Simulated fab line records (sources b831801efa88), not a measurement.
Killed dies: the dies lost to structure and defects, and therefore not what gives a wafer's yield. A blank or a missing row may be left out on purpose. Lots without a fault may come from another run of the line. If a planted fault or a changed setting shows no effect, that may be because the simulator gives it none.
fab line records	flow sky130
record: lots: 6	wafers: 16	last_day: 49
route steps=708 shown VT_ADJUST_HVTR@139 VT_ADJUST_PCH@143 SONOS_TUNNEL@154 SONOS_ONO@168 VIA1@480 PAD_OPEN@708
lots with no fault: from the same line, run without faults
start_h: hours from the record's opening day to when the first of the lot's shown wafers began	wait_h: time in hours since the lot's previous step	" as in the row above	L1.1+2: several wafers, shown together as one row	- value missing, or start not given	* or withheld: withheld	< > ~ a bound
route shown NAME@n: names a module that has steps shown in the file, with the first one's number in the route	usual: average and standard deviation across the fault-free wafers	same: alike in all rows	chamber/n: place in a boat	sites: each site's reading	_std_site: the standard deviation of these	_edge_site: the outer-site mean with the inner-site mean subtracted	radius_mm: for every site, how far away it sits from the centre of the wafer	mask NAME#n: copy n	behind: the last tool/chamber to shape the wafer	hold: why the lot went on hold/how many hours it stayed there/how the hold came to an end	device: the transistor (n, p or np) that didn't switch	end of line: at the end of the route, the tests of the same wafers	where a step has no rows: the recipe by itself	killed: at the first sort, the dies lost to defects and structure; wafer yield is something else	map: per-die view of a wafer (x killed, . not killed, _ where there is no die)
set.NAME: the setting as run; set.NAME@STEP: as run at that earlier step	model.NAME: the simulator's own value behind a step, which no gauge read
lots seen at some steps along the route; tables by step, rows by wafer
services: a tool's chamber out of use, with start hour (start_h, from the record's first day; less than 0 if before it), hours out, and reason
== steps ==
step: SKY_VT_ADJUST_HVTR_OVL_MEAS_08
usual: VT_ADJUST_HVTR_OVL: -0.9/1.4
lot.wafer	tool	chamber	start_h	wait_h	VT_ADJUST_HVTR_OVL[nm]
L923.2	overlay-02	-	202.67	0.1	-2.7
L923.4	"	-	"	"	-0.3
L923.6	"	-	"	"	-0.7
L926.1	overlay-01	-	225.85	0.1	-2.2
L926.4	"	-	"	"	-1.3
L926.6	"	-	"	"	0.4
L929.1	overlay-02	-	246.05	0.1	-2.9
L929.3	"	-	"	"	-1.2
L930.1	overlay-02	-	253.45	0.1	-1.2
L930.3	"	-	"	"	-1.0
L939.3	overlay-02	-	328.08	0.1	-1.2
L939.5	"	-	"	"	-0.4
L939.6	"	-	"	"	0.6
L942.2	overlay-02	-	350.82	0.1	-1.7
L942.3	"	-	"	"	-1.7
L942.5	"	-	"	"	-1.2
step: SKY_VT_ADJUST_HVTR_IMPLANT_09
recipe: species: B	energy_kev: 10	dose_cm2: 2.1e+12	tilt_deg: withheld
step: SKY_VT_ADJUST_HVTR_STRIP_10
recipe: chemistry: O2/N2	power_w: 1400	pressure_mtorr: 1500	platen_temp_c: withheld	o2_flow_sccm: 3000	n2_flow_sccm: 300	overash_fraction: 0.5
usual: drypump_motor_current_A: 5.7/0.6	n2_flow_sccm: 299.9/0.99	oes_product_au: 0.716/0.0049	strip_time_to_endpoint_s: 14.19/0.035
same: overash_fraction: 0.5
lot.wafer	tool	chamber	start_h	wait_h	drypump_motor_current_A	n2_flow_sccm	oes_product_au	rf_hours_counter_h	strip_time_to_endpoint_s
L923.2	plasma_asher-01	0	202.85	0.1	4.9	300.1	0.708	52	14.22
L923.4	"	0	"	"	4.9	299.9	0.718	-	14.19
L923.6	"	0	"	"	4.9	300.0	0.719	-	14.18
L926.1	plasma_asher-02	0	226.04	0.1	5.1	298.4	0.716	10	14.18
L926.4	"	1	"	"	5.8	298.5	0.716	-	14.17
L926.6	"	1	"	"	5.7	300.6	0.707	-	14.14
L929.1	plasma_asher-02	0	246.23	0.1	5.1	300.2	0.709	12	14.20
L929.3	"	0	"	"	5.1	300.9	0.715	-	14.21
L930.1	plasma_asher-04	1	253.63	0.1	5.5	299.6	0.716	43	14.19
L930.3	"	0	"	"	6.4	299.7	0.713	-	14.19
L939.3	plasma_asher-02	1	328.28	0.1	5.8	301.3	0.721	-	14.15
L939.5	"	1	"	"	5.8	300.1	0.717	-	14.16
L939.6	"	0	"	"	5.1	299.3	0.724	-	14.18
L942.2	plasma_asher-04	0	351.00	0.1	6.4	299.5	0.722	51	14.21
L942.3	"	0	"	"	6.4	300.7	0.709	-	14.19
L942.5	"	0	"	"	6.4	301.0	0.719	-	14.20
step: SKY_VT_ADJUST_HVTR_TW_MEAS_11
usual: VT_ADJUST_HVTR_TW: 210.0/1.9
lot.wafer	tool	chamber	start_h	wait_h	VT_ADJUST_HVTR_TW
L923.2	film_metro-01	-	202.96	0.1	211.6
L923.4	"	-	"	"	210.7
L923.6	"	-	"	"	212.1
L926.1	film_metro-01	-	226.14	0.1	212.7
L926.4	"	-	"	"	213.6
L926.6	"	-	"	"	212.1
L929.1	film_metro-01	-	246.33	0.1	213.1
L929.3	"	-	"	"	212.8
L930.1	film_metro-04	-	253.73	0.1	209.9
L930.3	"	-	"	"	208.8
L939.3	film_metro-03	-	328.37	0.1	206.6
L939.5	"	-	"	"	207.9
L939.6	"	-	"	"	207.3
L942.2	film_metro-03	-	351.11	0.1	208.3
L942.3	"	-	"	"	208.2
L942.5	"	-	"	"	207.4
step: SKY_VT_ADJUST_PCH_DEHYDRATE_00
recipe: temp_c: 200	time_s: 60
step: SKY_VT_ADJUST_PCH_HMDS_01
recipe: prime_time_s: 60	prime_temp_c: 120
step: SKY_VT_ADJUST_PCH_COAT_02
recipe: spin_rpm: 2000	resist_thk_nm: 3000
step: SKY_VT_ADJUST_PCH_SOFTBAKE_03
recipe: temp_c: 110	time_s: withheld
step: SKY_VT_ADJUST_PCH_EXPOSE_04
recipe: mask_id: NWM	na: 0.6	source_shape: conventional	sigma_outer: 0.6	polarization: unpolarized	target_cd_nm: 840	dose_mj: 255
step: SKY_VT_ADJUST_PCH_PEB_05
recipe: temp_c: 115	time_s: withheld
step: SKY_VT_ADJUST_PCH_DEVELOP_06
recipe: wall_angle_deg: 90	developer: TMAH	develop_time_s: 60	dev_temp_c: 23
step: SKY_VT_ADJUST_PCH_OVL_MEAS_07
usual: VT_ADJUST_PCH_OVL: -0.4/1.6
lot.wafer	tool	chamber	start_h	wait_h	VT_ADJUST_PCH_OVL[nm]
L923.2	overlay-02	-	225.05	-	-0.4
L923.4	"	-	"	"	-0.6
L923.6	"	-	"	"	-0.3
L926.1	overlay-01	-	249.19	-	-1.7
L926.4	"	-	"	"	-1.5
L926.6	"	-	"	"	-0.6
L929.1	overlay-02	-	270.00	-	-0.5
L929.3	"	-	"	"	-1.9
L930.1	overlay-02	-	277.04	-	-1.8
L930.3	"	-	"	"	-1.4
L939.3	overlay-02	-	353.56	-	-0.7
L939.5	"	-	"	"	-0.1
L939.6	"	-	"	"	-1.7
L942.2	overlay-02	-	378.91	-	-0.1
L942.3	"	-	"	"	-0.1
L942.5	"	-	"	"	-1.7
step: SKY_VT_ADJUST_PCH_IMPLANT_08
recipe: species: B	energy_kev: 10	dose_cm2: 5e+11	tilt_deg: withheld
lot.wafer	tool	chamber	start_h	wait_h
L923.2+4+6	implanter-03	0	225.11	0.0
L926.1+4+6	implanter-03	0	249.23	0.0
L929.1+3	implanter-03	0	270.04	0.0
L930.1+3	implanter-03	0	277.08	0.0
L939.3+5+6	implanter-03	0	353.64	0.1
L942.2+3+5	implanter-04	0	378.96	0.0
step: SKY_VT_ADJUST_PCH_STRIP_09
recipe: chemistry: O2/N2	power_w: 1400	pressure_mtorr: 1500	platen_temp_c: withheld	o2_flow_sccm: 3000	n2_flow_sccm: 300	overash_fraction: 0.5
usual: drypump_motor_current_A: 5.6/0.5	n2_flow_sccm: 299.9/0.93	oes_product_au: 0.723/0.0046	strip_time_to_endpoint_s: 36.93/0.088
same: overash_fraction: 0.5
lot.wafer	tool	chamber	start_h	wait_h	drypump_motor_current_A	n2_flow_sccm	oes_product_au	rf_hours_counter_h	strip_time_to_endpoint_s
L923.2	plasma_asher-03	0	225.23	0.1	5.7	298.2	0.725	55	37.10
L923.4	"	1	"	"	5.8	300.0	0.727	-	37.09
L923.6	"	0	"	"	5.6	298.7	0.728	-	37.08
L926.1	plasma_asher-02	0	249.38	0.1	5.1	299.1	0.715	12	36.90
L926.4	"	1	"	"	5.8	300.6	0.719	-	36.96
L926.6	"	1	"	"	5.8	300.7	0.713	-	36.96
L929.1	plasma_asher-03	1	270.19	0.1	5.9	300.8	0.729	59	36.96
L929.3	"	1	"	"	5.8	300.3	0.727	-	36.98
L930.1	plasma_asher-02	1	277.23	0.1	5.8	299.4	0.723	15	36.86
L930.3	"	1	"	"	5.8	299.5	0.727	-	37.04
L939.3	plasma_asher-02	0	353.77	0.1	5.1	300.3	0.719	-	37.04
L939.5	"	1	"	"	5.7	300.7	0.720	-	37.11
L939.6	"	0	"	"	5.1	299.3	0.732	-	37.11
L942.2	plasma_asher-01	0	379.09	0.1	5.0	301.2	0.720	71	36.91
L942.3	"	0	"	"	5.0	300.6	0.720	-	37.01
L942.5	"	1	"	"	6.3	300.8	0.730	-	36.82
step: SKY_VT_ADJUST_PCH_TW_MEAS_10
usual: VT_ADJUST_PCH_TW: 142.9/1.1
lot.wafer	tool	chamber	start_h	wait_h	VT_ADJUST_PCH_TW
L923.2	film_metro-03	-	225.34	0.1	143.0
L923.4	"	-	"	"	142.1
L923.6	"	-	"	"	141.5
L926.1	film_metro-01	-	249.48	0.1	143.9
L926.4	"	-	"	"	143.5
L926.6	"	-	"	"	143.9
L929.1	film_metro-03	-	270.29	0.1	140.0
L929.3	"	-	"	"	141.8
L930.1	film_metro-03	-	277.33	0.1	140.0
L930.3	"	-	"	"	141.9
L939.3	film_metro-03	-	353.86	0.1	140.5
L939.5	"	-	"	"	140.9
L939.6	"	-	"	"	140.0
L942.2	film_metro-02	-	379.20	0.1	144.4
L942.3	"	-	"	"	143.3
L942.5	"	-	"	"	143.2
step: SKY_SONOS_TUNNEL_DEHYDRATE_00
recipe: temp_c: 200	time_s: 60
step: SKY_SONOS_TUNNEL_HMDS_01
recipe: prime_time_s: 60	prime_temp_c: 120
step: SKY_SONOS_TUNNEL_COAT_02
recipe: resist: NOVOLAK	spin_rpm: 3000	resist_thk_nm: 1140
step: SKY_SONOS_TUNNEL_SOFTBAKE_03
recipe: temp_c: 90	time_s: 60	resist: NOVOLAK
step: SKY_SONOS_TUNNEL_EXPOSE_04
recipe: mask_id: TUNM	na: 0.6	source_shape: conventional	sigma_outer: 0.6	polarization: unpolarized	target_cd_nm: 410	dose_mj: 136
step: SKY_SONOS_TUNNEL_PEB_05
recipe: temp_c: withheld	time_s: *	resist: NOVOLAK
step: SKY_SONOS_TUNNEL_DEVELOP_06
recipe: resist: NOVOLAK	developer: TMAH	develop_time_s: 60	dev_temp_c: 23
step: SKY_SONOS_TUNNEL_CD_MEAS_07
recipe: target_cd_nm: 410
usual: cd_nm: 410.5/2.2
lot.wafer	tool	chamber	start_h	wait_h	cd_nm
L923.2	cd_sem-02	-	248.95	0.1	410.1
L923.4	"	-	"	"	408.1
L923.6	"	-	"	"	409.1
L926.1	cd_sem-02	-	273.15	0.1	409.0
L926.4	"	-	"	"	408.0
L926.6	"	-	"	"	407.9
L929.1	cd_sem-02	-	292.48	0.1	413.8
L929.3	"	-	"	"	414.7
L930.1	cd_sem-02	-	299.23	0.1	409.5
L930.3	"	-	"	"	410.1
L939.3	cd_sem-02	-	381.96	0.1	413.9
L939.5	"	-	"	"	415.0
L939.6	"	-	"	"	411.8
L942.2	cd_sem-02	-	408.00	0.1	414.3
L942.3	"	-	"	"	413.8
L942.5	"	-	"	"	414.6
step: SKY_SONOS_TUNNEL_OVL_MEAS_08
usual: SONOS_TUNNEL_OVL: -1.1/1.3
lot.wafer	tool	chamber	start_h	wait_h	SONOS_TUNNEL_OVL[nm]
L923.2	overlay-02	-	249.05	0.1	-1.2
L923.4	"	-	"	"	-1.9
L923.6	"	-	"	"	-1.0
L926.1	overlay-01	-	273.27	0.1	-1.5
L926.4	"	-	"	"	1.3
L926.6	"	-	"	"	-1.3
L929.1	overlay-01	-	292.60	0.1	0.6
L929.3	"	-	"	"	0.0
L930.1	overlay-02	-	299.35	0.1	0.6
L930.3	"	-	"	"	-0.2
L939.3	overlay-01	-	382.06	0.1	-0.8
L939.5	"	-	"	"	-2.0
L939.6	"	-	"	"	-1.3
L942.2	overlay-02	-	408.11	0.1	-3.8
L942.3	"	-	"	"	-2.0
L942.5	"	-	"	"	-3.9
step: SKY_SONOS_TUNNEL_IMPLANT_09
recipe: species: B	energy_kev: 20	dose_cm2: 1e+12	tilt_deg: withheld
step: SKY_SONOS_TUNNEL_WET_ETCH_10
recipe: chemistry: dHF	target_depth_nm: 14	target: SiO2	dilution: 100:1	temp_c: 25	time_s: 280
step: SKY_SONOS_TUNNEL_STRIP_11
recipe: chemistry: SPM	time_s: 600	temp_c: 130
step: SKY_SONOS_TUNNEL_TW_MEAS_12
usual: SONOS_TUNNEL_TW: 195.6/1.4
lot.wafer	tool	chamber	start_h	wait_h	SONOS_TUNNEL_TW
L923.2	film_metro-03	-	249.50	0.0	196.3
L923.4	"	-	"	"	196.0
L923.6	"	-	"	"	196.3
L926.1	film_metro-03	-	273.72	0.0	197.5
L926.4	"	-	"	"	197.5
L926.6	"	-	"	"	196.8
L929.1	film_metro-04	-	293.05	0.0	195.3
L929.3	"	-	"	"	195.5
L930.1	film_metro-03	-	299.83	0.0	195.2
L930.3	"	-	"	"	195.6
L939.3	film_metro-03	-	382.53	0.0	195.6
L939.5	"	-	"	"	194.2
L939.6	"	-	"	"	195.9
L942.2	film_metro-04	-	408.57	0.0	194.2
L942.3	"	-	"	"	193.1
L942.5	"	-	"	"	193.6
step: SKY_SONOS_TUNNEL_CLEAN_13
recipe: chemistry: dHF	time_s: 20	dilution: 100:1	dry: ipa_marangoni
step: SKY_SONOS_ONO_OXIDATION_00
recipe: temp_c: 800	ambient: O2	idle_temp_c: 700	ramp_up_c_per_min: 10	ramp_down_c_per_min: 3	stabilise_s: 600	purge_s: 300	target_thk_a: 26	ox_time_s: 1249
step: SKY_SONOS_ONO_THK_MEAS_01
recipe: reads: SiO2_of_SONOS_ONO_OXIDATION_00
usual: SONOS_ONO_OXIDATION_THK: 2.60/0.059
lot.wafer	tool	chamber	start_h	wait_h	SONOS_ONO_OXIDATION_THK[nm]
L923.2	film_metro-04	-	251.28	0.0	2.74
L923.4	"	-	"	"	2.80
L923.6	"	-	"	"	2.76
L926.1	film_metro-02	-	275.41	0.0	2.58
L926.4	"	-	"	"	2.60
L926.6	"	-	"	"	2.60
L929.1	film_metro-04	-	295.37	0.0	2.67
L929.3	"	-	"	"	2.63
L930.1	film_metro-04	-	301.25	0.0	2.64
L930.3	"	-	"	"	2.63
L939.3	film_metro-02	-	385.53	0.0	2.55
L939.5	"	-	"	"	2.52
L939.6	"	-	"	"	2.59
L942.2	film_metro-01	-	409.99	0.0	2.46
L942.3	"	-	"	"	2.60
L942.5	"	-	"	"	2.58
step: SKY_SONOS_ONO_CVD_02
recipe: material: Si3N4	precursor: DCS/NH3	target_thk_nm: 10.5	temp_c: 770	time_s: 180	pressure_mtorr: 250
step: SKY_SONOS_ONO_THK_MEAS_03
recipe: reads: Si3N4_of_SONOS_ONO_CVD_02
usual: SONOS_ONO_CVD_02_THK: 10.54/0.16
lot.wafer	tool	chamber	start_h	wait_h	SONOS_ONO_CVD_02_THK[nm]
L923.2	film_metro-04	-	253.52	0.0	10.56
L923.4	"	-	"	"	10.48
L923.6	"	-	"	"	10.59
L926.1	film_metro-01	-	304.12	0.0	10.61
L926.4	"	-	"	"	10.61
L926.6	"	-	"	"	10.55
L929.1	film_metro-04	-	304.17	0.0	10.46
L929.3	"	-	"	"	10.39
L930.1	film_metro-04	-	304.23	0.1	10.69
L930.3	"	-	"	"	10.54
L939.3	film_metro-04	-	387.08	0.0	10.34
L939.5	"	-	"	"	10.25
L939.6	"	-	"	"	10.34
L942.2	film_metro-02	-	416.12	0.0	10.36
L942.3	"	-	"	"	10.43
L942.5	"	-	"	"	10.41
step: SKY_SONOS_ONO_CVD_04
recipe: material: SiO2	precursor: SiH4/N2O	target_thk_nm: 5.7199	temp_c: 900	pressure_mtorr: 400
step: SKY_SONOS_ONO_THK_MEAS_05
recipe: reads: SiO2_of_SONOS_ONO_CVD_04
usual: SONOS_ONO_CVD_04_THK: 5.72/0.12
lot.wafer	tool	chamber	start_h	wait_h	SONOS_ONO_CVD_04_THK[nm]
L923.2	film_metro-04	-	254.83	0.0	5.55
L923.4	"	-	"	"	5.55
L923.6	"	-	"	"	5.65
L926.1	film_metro-01	-	305.43	0.0	5.93
L926.4	"	-	"	"	5.88
L926.6	"	-	"	"	5.86
L929.1	film_metro-01	-	306.68	0.0	5.78
L929.3	"	-	"	"	5.91
L930.1	film_metro-01	-	306.74	0.1	5.80
L930.3	"	-	"	"	5.84
L939.3	film_metro-04	-	388.39	0.0	5.65
L939.5	"	-	"	"	5.63
L939.6	"	-	"	"	5.71
L942.2	film_metro-02	-	417.43	0.0	5.90
L942.3	"	-	"	"	5.73
L942.5	"	-	"	"	5.86
step: SKY_SONOS_ONO_DEHYDRATE_06
recipe: temp_c: 200	time_s: 60
step: SKY_SONOS_ONO_HMDS_07
recipe: prime_time_s: 60	prime_temp_c: 120
step: SKY_SONOS_ONO_COAT_08
recipe: resist: NOVOLAK	spin_rpm: 3000	resist_thk_nm: 1140
step: SKY_SONOS_ONO_SOFTBAKE_09
recipe: temp_c: 90	time_s: 60	resist: NOVOLAK
step: SKY_SONOS_ONO_EXPOSE_10
recipe: mask_id: ONOM	target_cd_nm: 410	na: 0.6	source_shape: conventional	sigma_outer: 0.6	dose_mj: 150
step: SKY_SONOS_ONO_PEB_11
recipe: temp_c: withheld	time_s: *	resist: NOVOLAK
step: SKY_SONOS_ONO_DEVELOP_12
recipe: develop_time_s: 60	dev_temp_c: 23
step: SKY_VIA1_RS_MEAS_22
recipe: thk_meas_gauge: four-point-probe	reads: W_of_VIA1_CVD_21+TiN_of_VIA1_SPUTTER_20
usual: VIA1_W_RS: 0.426/0.0066
lot.wafer	tool	chamber	start_h	wait_h	hold	VIA1_W_RS[ohm/sq]
L923.2	film_metro-02	-	779.72	0.1	-	0.421
L923.4	"	-	"	"	-	0.426
L923.6	"	-	"	"	-	0.422
L926.1	film_metro-01	-	843.36	0.1	-	0.423
L926.4	"	-	"	"	-	0.422
L926.6	"	-	"	"	-	0.421
L929.1	film_metro-01	-	846.12	0.1	await_dispo/0.2h/release	0.434
L929.3	"	-	"	"	await_dispo/0.2h/release	0.436
L929.1	film_metro-01	-	846.41	0.3	-	0.434
L929.3	"	-	"	"	-	0.436
L930.1	film_metro-02	-	847.42	0.1	await_dispo/0.2h/release	0.433
L930.3	"	-	"	"	await_dispo/0.2h/release	0.429
L930.1	film_metro-02	-	847.81	0.4	-	0.432
L930.3	"	-	"	"	-	0.428
L939.3	film_metro-01	-	921.36	0.1	-	0.422
L939.5	"	-	"	"	-	0.433
L939.6	"	-	"	"	-	0.428
L942.2	film_metro-03	-	942.14	0.1	-	0.405
L942.3	"	-	"	"	-	0.405
L942.5	"	-	"	"	-	0.404
step: SKY_VIA1_THK_MEAS_23
recipe: thk_meas_gauge: xrf	reads: W_of_VIA1_CVD_21
usual: VIA1_W_THK: 265/4.7
lot.wafer	tool	chamber	start_h	wait_h	hold	VIA1_W_THK[nm]
L923.2	film_metro-02	-	779.83	0.1	-	268
L923.4	"	-	"	"	-	265
L923.6	"	-	"	"	-	268
L926.1	film_metro-01	-	843.48	0.1	-	268
L926.4	"	-	"	"	-	271
L926.6	"	-	"	"	-	270
L929.1	film_metro-01	-	848.57	2.1	await_dispo/0.2h/release	261
L929.3	"	-	"	"	await_dispo/0.2h/release	259
L929.1	film_metro-01	-	848.80	0.2	-	262
L929.3	"	-	"	"	-	261
L930.1	film_metro-02	-	849.79	2.0	await_dispo/0.2h/release	262
L930.3	"	-	"	"	await_dispo/0.2h/release	264
L930.1	film_metro-02	-	850.03	0.2	-	260
L930.3	"	-	"	"	-	263
L939.3	film_metro-01	-	921.46	0.1	-	267
L939.5	"	-	"	"	-	260
L939.6	"	-	"	"	-	264
L942.2	film_metro-03	-	942.25	0.1	-	277
L942.3	"	-	"	"	-	277
L942.5	"	-	"	"	-	279
step: SKY_PAD_OPEN_PROBE_99
usual: killed_at_M0_to_M3: 43/7	killed_at_M4_up: 3.4/1.9	killed_at_contacts: 24/5.4	killed_at_front_end: 15/4.4	killed_at_other: 0.4/0.63	killed_dies: 86/9.1	killed_open: 46/6.6	killed_short: 39/6.6
same: gross_dies: 492	killed_at_back_side: 0
lot.wafer	tool	chamber	start_h	wait_h	killed_at_M0_to_M3	killed_at_M4_up	killed_at_contacts	killed_at_front_end	killed_at_other	killed_dies	killed_open	killed_short	model.etest.pfet_g5v0d10v5.vt_v_range
L923.2	prober-01	-	1064.25	0.1	42	2	17	23	0	84	53	31	0.03081
L923.4	prober-01	-	1064.35	0.2	50	3	28	17	0	98	54	44	0.03228
L923.6	prober-01	-	1064.45	0.2	38	6	27	17	0	88	43	45	0.04202
L926.1	prober-01	-	1114.86	0.1	43	4	30	16	1	94	54	40	0.05604
L926.4	prober-01	-	1115.01	0.2	49	3	20	18	0	90	49	40	0.04399
L926.6	prober-01	-	1115.11	0.2	42	6	23	11	0	82	37	44	0.03735
L929.1	prober-02	-	1118.69	0.1	45	2	26	15	0	88	47	41	0.0771
L929.3	prober-02	-	1118.79	0.2	33	6	22	22	0	83	35	47	0.03059
L930.1	prober-01	-	1119.47	0.1	33	1	30	12	0	76	40	36	0.06829
L930.3	prober-01	-	1119.57	0.2	46	4	28	15	0	93	56	37	0.03522
L939.3	prober-01	-	1171.49	0.2	37	5	24	7	2	75	48	25	0.0592
L939.5	prober-01	-	1171.59	0.2	36	3	18	12	0	69	42	27	0.04184
L939.6	prober-01	-	1171.64	0.2	51	8	30	11	0	100	48	52	0.0347
L942.2	prober-01	-	1187.29	0.1	44	1	27	13	0	85	59	25	0.04068
L942.3	prober-01	-	1187.34	0.2	53	1	14	18	0	86	49	36	0.05649
L942.5	prober-01	-	1187.44	0.2	51	3	29	14	0	97	53	41	0.05325
killed by level:class
L923.2 VIA1:geometric_particle:open=12 FIELD_ISO:geometric_particle:open=10 CONTACT:geometric_particle:open=9 METAL2:geometric_particle:short=7 VIA2:geometric_particle:open=7 FIELD_ISO:geometric_particle:short=4 POLY_GATE:geometric_particle:open=4 VIA3:geometric_particle:open=4
L923.4 VIA1:geometric_particle:open=15 LI_CONTACT:geometric_particle:open=10 METAL2:geometric_particle:short=9 POLY_GATE:geometric_particle:short=7 CONTACT:geometric_particle:open=7 VIA3:geometric_particle:open=7 VIA2:geometric_particle:open=6 LI_CONTACT:geometric_particle:short=5
L923.6 CONTACT:geometric_particle:open=13 METAL2:geometric_particle:short=8 VIA1:geometric_particle:short=7 LI_CONTACT:geometric_particle:open=6 METAL4:geometric_particle:short=5 METAL3:geometric_particle:short=5 FIELD_ISO:geometric_particle:open=4 POLY_GATE:geometric_particle:open=4
L926.1 CONTACT:geometric_particle:open=17 VIA1:geometric_particle:open=9 METAL1:geometric_particle:short=6 FIELD_ISO:geometric_particle:open=5 LI_CONTACT:geometric_particle:open=5 CONTACT:geometric_particle:short=5 METAL2:geometric_particle:short=5 VIA3:geometric_particle:open=5
L926.4 CONTACT:geometric_particle:open=9 VIA3:geometric_particle:open=8 VIA1:geometric_particle:open=7 VIA2:geometric_particle:open=7 VIA1:geometric_particle:short=6 FIELD_ISO:geometric_particle:open=5 METAL1:geometric_particle:short=5 LI_CONTACT:geometric_particle:open=4
L926.6 METAL1:geometric_particle:short=10 CONTACT:geometric_particle:open=8 CONTACT:geometric_particle:short=7 VIA3:geometric_particle:open=6 VIA2:geometric_particle:open=5 VIA2:geometric_particle:short=5 FIELD_ISO:geometric_particle:short=4 LI_CONTACT:geometric_particle:short=4
L929.1 CONTACT:geometric_particle:open=10 VIA1:geometric_particle:open=9 METAL2:geometric_particle:short=7 VIA2:geometric_particle:open=6 LOCAL_INTERCONNECT:geometric_particle:short=6 LI_CONTACT:geometric_particle:open=5 METAL1:geometric_particle:short=4 VIA3:geometric_particle:short=4
L929.3 POLY_GATE:geometric_particle:short=7 FIELD_ISO:geometric_particle:open=6 VIA2:geometric_particle:open=6 LI_CONTACT:geometric_particle:open=5 CONTACT:geometric_particle:open=5 VIA1:geometric_particle:short=5 METAL2:geometric_particle:short=5 VIA3:geometric_particle:open=5
L930.1 CONTACT:geometric_particle:short=10 VIA1:geometric_particle:open=9 LI_CONTACT:geometric_particle:open=7 CONTACT:geometric_particle:open=6 VIA2:geometric_particle:open=6 POLY_GATE:geometric_particle:short=5 VIA3:geometric_particle:open=5 VIA3:geometric_particle:short=4
L930.3 CONTACT:geometric_particle:open=11 VIA3:geometric_particle:open=8 LI_CONTACT:geometric_particle:open=8 METAL2:geometric_particle:short=8 VIA2:geometric_particle:open=8 VIA1:geometric_particle:open=8 FIELD_ISO:geometric_particle:short=5 METAL1:geometric_particle:short=5
L939.3 VIA1:geometric_particle:open=8 VIA2:geometric_particle:open=8 LI_CONTACT:geometric_particle:open=7 CONTACT:geometric_particle:short=7 CONTACT:geometric_particle:open=7 VIA3:geometric_particle:open=7 POLY_GATE:geometric_particle:open=3 METAL4:geometric_particle:short=3
L939.5 CONTACT:geometric_particle:open=10 VIA1:geometric_particle:open=8 POLY_GATE:geometric_particle:open=6 VIA2:geometric_particle:open=5 METAL1:geometric_particle:short=5 METAL2:geometric_particle:short=4 VIA3:geometric_particle:open=4 LOCAL_INTERCONNECT:geometric_particle:short=3
L939.6 CONTACT:geometric_particle:open=13 VIA1:geometric_particle:open=11 METAL2:geometric_particle:short=8 METAL1:geometric_particle:short=8 METAL4:geometric_particle:short=7 LI_CONTACT:geometric_particle:open=6 VIA1:geometric_particle:short=6 VIA3:geometric_particle:open=6
L942.2 VIA1:geometric_particle:open=13 LI_CONTACT:geometric_particle:open=12 CONTACT:geometric_particle:open=9 VIA3:geometric_particle:open=8 METAL2:geometric_particle:short=5 VIA2:geometric_particle:open=5 FIELD_ISO:geometric_particle:open=4 VIA3:geometric_particle:short=3
L942.3 VIA3:geometric_particle:open=9 VIA1:geometric_particle:open=8 VIA2:geometric_particle:open=8 METAL1:geometric_particle:short=7 CONTACT:geometric_particle:open=7 FIELD_ISO:geometric_particle:open=6 METAL3:geometric_particle:short=5 METAL2:geometric_particle:short=5
L942.5 CONTACT:geometric_particle:open=13 VIA2:geometric_particle:open=10 VIA1:geometric_particle:open=10 METAL1:geometric_particle:short=8 VIA3:geometric_particle:open=8 LI_CONTACT:geometric_particle:open=5 CONTACT:geometric_particle:short=5 VIA1:geometric_particle:short=5
== services ==
tool	chamber	start_h	hours	kind
implanter-04	-	199.41	4.5	repair
plasma_asher-03	-	230.29	2.3	repair
implanter-03	-	250.23	1.3	repair
plasma_asher-03	-	258.05	1.7	repair
implanter-04	-	260.05	4.1	pm
plasma_asher-04	-	311.37	15.6	pm
plasma_asher-02	-	347.39	0.9	repair
plasma_asher-02	-	350.72	3.0	repair
implanter-04	-	352.78	5.4	repair
implanter-03	-	362.13	0.9	repair
plasma_asher-04	-	365.08	2.8	pm
== key ==
first_sign: step: SKY_VT_ADJUST_PCH_TW_MEAS_10	reading: VT_ADJUST_PCH_TW	direction: down	sigmas: 2.7	usual: 142.9	struck: 140.0
effect none on later readings
model_effect: step: SKY_PAD_OPEN_PROBE_99	value: etest.pfet_g5v0d10v5.vt_v_range	without: 0.05011	struck: 0.0727
met_at SKY_VT_ADJUST_PCH_IMPLANT_08
struck_wafers L929.1,L930.1
tester_left_out L929,L930
onset_between 249.23 270.04
fault: kind: process_parameter_drift	tool: implanter-03	chamber: -	onset_h: 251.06	steps: SKY_VT_ADJUST_PCH_IMPLANT_08	channel: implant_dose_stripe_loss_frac	offset: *	shape: step	end_h: 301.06	scope: struck_wafers_only
tester_left_out: of these lots the tester's yield and bins aren't shown, on N5 and GAA mostly nor the transistor test; their killed dies are dies lost to structure and defects alone, not to doping, threshold or leakage, so they don't give the yield
